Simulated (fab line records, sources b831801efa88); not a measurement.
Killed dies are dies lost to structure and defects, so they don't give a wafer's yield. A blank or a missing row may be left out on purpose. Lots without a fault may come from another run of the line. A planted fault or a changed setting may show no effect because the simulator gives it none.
Which tool did it? | flow gf180mcu | 11 lots, 33 wafers sampled, at 6 steps of a route of 602

WHAT THE GAUGES READ, wafer by wafer
GF_V4_RS_MEAS_24: measures by four-point-probe. Usual: V4_W_RS 0.325 ohm/sq, standard deviation 0.0033.
lot  | measured     | on            | V4_W_RS (ohm/sq)  | flag
L299 | day 24 21:56 | film_metro-03 | 0.325 0.327 0.328 |
L303 | day 26 11:26 | film_metro-02 | 0.326 0.330 0.331 |
L304 | day 27 00:19 | film_metro-02 | 0.322 0.321 0.323 |
L305 | day 27 05:46 | film_metro-03 | 0.321 0.322 0.325 |
L308 | day 28 04:44 | film_metro-04 | 0.332 0.329 0.322 |
L309 | day 28 11:19 | film_metro-03 | 0.321 0.323 0.322 |
L310 | day 28 20:13 | film_metro-04 | 0.326 0.327 0.328 |
L311 | day 29 06:34 | film_metro-04 | 0.324 0.330 0.325 |
L316 | day 30 13:27 | film_metro-03 | 0.328 0.328 0.327 |
L317 | day 30 14:13 | film_metro-04 | 0.323 0.325 0.325 |
L318 | day 30 22:56 | film_metro-04 | 0.325 0.322 0.322 |

GF_MIM_RS_MEAS_10: measures by four-point-probe. Usual: MIM_ALCU_RS 0.1595 ohm/sq, standard deviation 0.0021.
lot  | measured     | on            | MIM_ALCU_RS (ohm/sq) | flag
L299 | day 24 22:52 | film_metro-01 | 0.1622 0.1627 0.1628 |
L303 | day 26 12:19 | film_metro-02 | 0.1550 0.1588 0.1572 |
L304 | day 27 01:13 | film_metro-01 | 0.1592 0.1567 0.1574 |
L305 | day 27 06:39 | film_metro-01 | 0.1584 0.1568 0.1594 |
L308 | day 28 05:38 | film_metro-01 | 0.1608 0.1593 0.1608 |
L309 | day 28 12:13 | film_metro-01 | 0.1565 0.1560 0.1592 |
L310 | day 28 21:07 | film_metro-03 | 0.1600 0.1603 0.1605 |
L311 | day 29 07:28 | film_metro-02 | 0.1615 0.1594 0.1611 |
L316 | day 30 14:20 | film_metro-01 | 0.4786 0.4676 0.1594 | OFF
L317 | day 30 15:07 | film_metro-03 | 0.1581 0.1581 0.1598 |
L318 | day 30 23:50 | film_metro-01 | 0.1573 0.1605 0.4539 | OFF

GF_MIM_THK_MEAS_11: measures by xrf. Usual: MIM_ALCU_THK 199.0 nm, standard deviation 2.7.
lot  | measured     | on            | MIM_ALCU_THK (nm) | flag
L299 | day 24 22:59 | film_metro-01 | 196.4 195.0 194.8 |
L303 | day 26 12:26 | film_metro-02 | 203.4 199.0 200.4 |
L304 | day 27 01:20 | film_metro-01 | 199.6 202.4 201.5 |
L305 | day 27 06:46 | film_metro-01 | 200.6 203.2 200.5 |
L308 | day 28 05:44 | film_metro-01 | 197.1 199.2 198.9 |
L309 | day 28 12:20 | film_metro-01 | 203.0 203.7 199.4 |
L310 | day 28 21:14 | film_metro-03 | 197.7 196.7 197.9 |
L311 | day 29 07:35 | film_metro-02 | 195.7 198.0 195.7 |
L316 | day 30 14:26 | film_metro-01 | 71.6 72.3 200.1   | OFF
L317 | day 30 15:14 | film_metro-03 | 200.1 200.4 198.9 |
L318 | day 30 23:57 | film_metro-01 | 203.0 199.1 74.8  | OFF

WHICH TOOL RAN EACH LOT (tool, then ch and the chambers of the sampled wafers, then the start)
lot  | GF_V4_SPUTTER_21             | GF_MIM_SPUTTER_01            | GF_MIM_SPUTTER_08
L299 | pvd_sputter-01, day 24 21:44 | pvd_sputter-04, day 24 22:33 | pvd_sputter-01, day 24 22:48
L303 | pvd_sputter-03, day 26 11:11 | pvd_sputter-04, day 26 11:59 | pvd_sputter-03, day 26 12:14
L304 | pvd_sputter-03, day 27 00:05 | pvd_sputter-01, day 27 00:53 | pvd_sputter-04, day 27 01:08
L305 | pvd_sputter-03, day 27 05:32 | pvd_sputter-03, day 27 06:20 | pvd_sputter-04, day 27 06:35
L308 | pvd_sputter-01, day 28 04:30 | pvd_sputter-01, day 28 05:17 | pvd_sputter-04, day 28 05:33
L309 | pvd_sputter-03, day 28 11:06 | pvd_sputter-01, day 28 11:53 | pvd_sputter-03, day 28 12:09
L310 | pvd_sputter-03, day 28 20:01 | pvd_sputter-01, day 28 20:48 | pvd_sputter-03, day 28 21:04
L311 | pvd_sputter-01, day 29 06:22 | pvd_sputter-03, day 29 07:10 | pvd_sputter-01, day 29 07:25
L316 | pvd_sputter-02, day 30 13:11 | pvd_sputter-01, day 30 13:59 | pvd_sputter-04, day 30 14:14
L317 | pvd_sputter-03, day 30 14:00 | pvd_sputter-03, day 30 14:47 | pvd_sputter-01, day 30 15:03
L318 | pvd_sputter-01, day 30 22:43 | pvd_sputter-03, day 30 23:30 | pvd_sputter-04, day 30 23:46
- GF_V4_SPUTTER_21: material Ti, target thk 15 nm, time 80.02 s.
- GF_MIM_SPUTTER_01: material TiN, target thk 30 nm, time 25 s.
- GF_MIM_SPUTTER_08: material AlCu, target thk 200 nm, time 10.6 s.

WHAT THE TOOLS THEMSELVES READ (means of the sampled wafers that have a number; where no wafer has one, the mark that the record gives instead)
GF_V4_SPUTTER_21. Usual: throttle_valve_pct 29.9 %, standard deviation 0.88.
lot  | tool           | throttle_valve_pct (%) | flag
L299 | pvd_sputter-01 | 30.1                   |
L303 | pvd_sputter-03 | 28.9                   |
L304 | pvd_sputter-03 | 29.5                   |
L305 | pvd_sputter-03 | 29.2                   |
L308 | pvd_sputter-01 | 30.3                   |
L309 | pvd_sputter-03 | 30.2                   |
L310 | pvd_sputter-03 | 30.2                   |
L311 | pvd_sputter-01 | 29.9                   |
L316 | pvd_sputter-02 | 29.8                   |
L317 | pvd_sputter-03 | 30.1                   |
L318 | pvd_sputter-01 | 30.0                   |

GF_MIM_SPUTTER_01. Usual: throttle_valve_pct 30.1 %, standard deviation 0.93.
lot  | tool           | throttle_valve_pct (%) | flag
L299 | pvd_sputter-04 | 30.8                   |
L303 | pvd_sputter-04 | 30.2                   |
L304 | pvd_sputter-01 | 30.1                   |
L305 | pvd_sputter-03 | 30.1                   |
L308 | pvd_sputter-01 | 30.4                   |
L309 | pvd_sputter-01 | 30.0                   |
L310 | pvd_sputter-01 | 30.1                   |
L311 | pvd_sputter-03 | 30.3                   |
L316 | pvd_sputter-01 | 30.0                   |
L317 | pvd_sputter-03 | 29.4                   |
L318 | pvd_sputter-03 | 30.2                   |

GF_MIM_SPUTTER_08. Usual: throttle_valve_pct 30.1 %, standard deviation 0.88.
lot  | tool           | throttle_valve_pct (%) | flag
L299 | pvd_sputter-01 | 30.0                   |
L303 | pvd_sputter-03 | 29.1                   |
L304 | pvd_sputter-04 | 31.3                   |
L305 | pvd_sputter-04 | 30.9                   |
L308 | pvd_sputter-04 | 30.0                   |
L309 | pvd_sputter-03 | 28.5                   |
L310 | pvd_sputter-03 | 29.6                   |
L311 | pvd_sputter-01 | 30.0                   |
L316 | pvd_sputter-04 | 30.2                   |
L317 | pvd_sputter-01 | 30.1                   |
L318 | pvd_sputter-04 | 30.4                   |

THE ANSWER, worked out from the rows above alone
Rule: a lot is off if the mean of its wafers that have a number lies more than 3 standard deviations from the usual mean. A lot without any number at a reading at which 4 lots or more have one is off too. The other lots that the step has rows for count as sound. The gauges are gone through in route order, then the tools' own readings, and for those a lot's mean is taken as printed above. The first step at which some lot is off is used, and at that step the reading that is off furthest; a lot without a number counts as furthest.
Off: L316, L318, at GF_MIM_RS_MEAS_10 (MIM_ALCU_RS).
A tool fits if, at a process step before that reading, it ran every lot that is off, and no sound lot after the first of them. The gauges at GF_MIM_RS_MEAS_10 are tried like those tools. Can't be told from this: 2 tools fit, pvd_sputter-04 at GF_MIM_SPUTTER_08, film_metro-01 at GF_MIM_RS_MEAS_10.

WHAT THE SIMULATOR HAD PUT IN
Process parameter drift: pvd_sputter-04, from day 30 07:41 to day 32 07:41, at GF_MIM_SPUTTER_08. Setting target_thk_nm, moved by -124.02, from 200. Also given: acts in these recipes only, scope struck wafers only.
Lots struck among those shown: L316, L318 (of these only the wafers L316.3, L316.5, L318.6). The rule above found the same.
